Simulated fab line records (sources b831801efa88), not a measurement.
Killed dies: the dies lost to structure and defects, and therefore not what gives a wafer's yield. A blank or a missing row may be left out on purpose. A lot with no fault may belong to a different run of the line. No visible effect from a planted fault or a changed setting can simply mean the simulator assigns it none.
Matching of chambers || flow gf180mcu || GF_VT_IMPLANT_WET_ETCH_50 on wet-bench-03: 3 sister chambers
The step etches SiO2 in dHF, target depth 20 nm, time 400 s. 6 wafers are shown with their chamber, then 8 later ones without.

## WAFERS PAIRED WITH THEIR CHAMBERS
{"wafer": "L191.4", "chamber": 2, "run-length-s (s)": 427}
{"wafer": "L191.5", "chamber": 2, "run-length-s (s)": 427}
{"wafer": "L193.6", "chamber": 1, "run-length-s (s)": 427}
{"wafer": "L204.4", "chamber": 3, "run-length-s (s)": 431}
{"wafer": "L204.5", "chamber": 3, "run-length-s (s)": 431}
{"wafer": "L206.1", "chamber": 1, "run-length-s (s)": 434}

## WAFERS WITHOUT THEIR CHAMBER
{"wafer": "L206.2", "run-length-s (s)": 434}
{"wafer": "L206.5", "run-length-s (s)": 434}
{"wafer": "L208.1", "run-length-s (s)": 426}
{"wafer": "L208.4", "run-length-s (s)": 426}
{"wafer": "L208.5", "run-length-s (s)": 426}
{"wafer": "L209.3", "run-length-s (s)": 427}
{"wafer": "L209.5", "run-length-s (s)": 427}
{"wafer": "L209.6", "run-length-s (s)": 427}

## EACH ONE'S CHAMBER
{"wafer": "L206.2", "from the rows above": "can't be placed: 3 or 1 or 2", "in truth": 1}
{"wafer": "L206.5", "from the rows above": "can't be placed: 3 or 1 or 2", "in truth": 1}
{"wafer": "L208.1", "from the rows above": "can't be placed: 2 or 1 or 3", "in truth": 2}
{"wafer": "L208.4", "from the rows above": "can't be placed: 2 or 1 or 3", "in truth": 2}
{"wafer": "L208.5", "from the rows above": "can't be placed: 2 or 1 or 3", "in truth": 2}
{"wafer": "L209.3", "from the rows above": "can't be placed: 2 or 1 or 3", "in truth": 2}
{"wafer": "L209.5", "from the rows above": "can't be placed: 2 or 1 or 3", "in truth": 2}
{"wafer": "L209.6", "from the rows above": "can't be placed: 2 or 1 or 3", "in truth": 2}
Placed correctly: 0 of 8. Unplaceable from these rows: 8, with the true chamber sitting among the candidates in 8. Wrongly placed: 0.
How it was worked out, from the rows above alone: a wafer's distance from a chamber is the root of the sum, over the readings, of the square of ((its reading less the chamber's mean) divided by the reading's scatter). The wafer belongs to the nearest chamber; if the next one is less than 2 further off, it can't be placed. A chamber's mean is the mean of its shown wafers. The scatter: take each reading less its chamber's mean, square it, sum over the shown wafers, divide by the number of wafers less the number of chambers, and take the root.
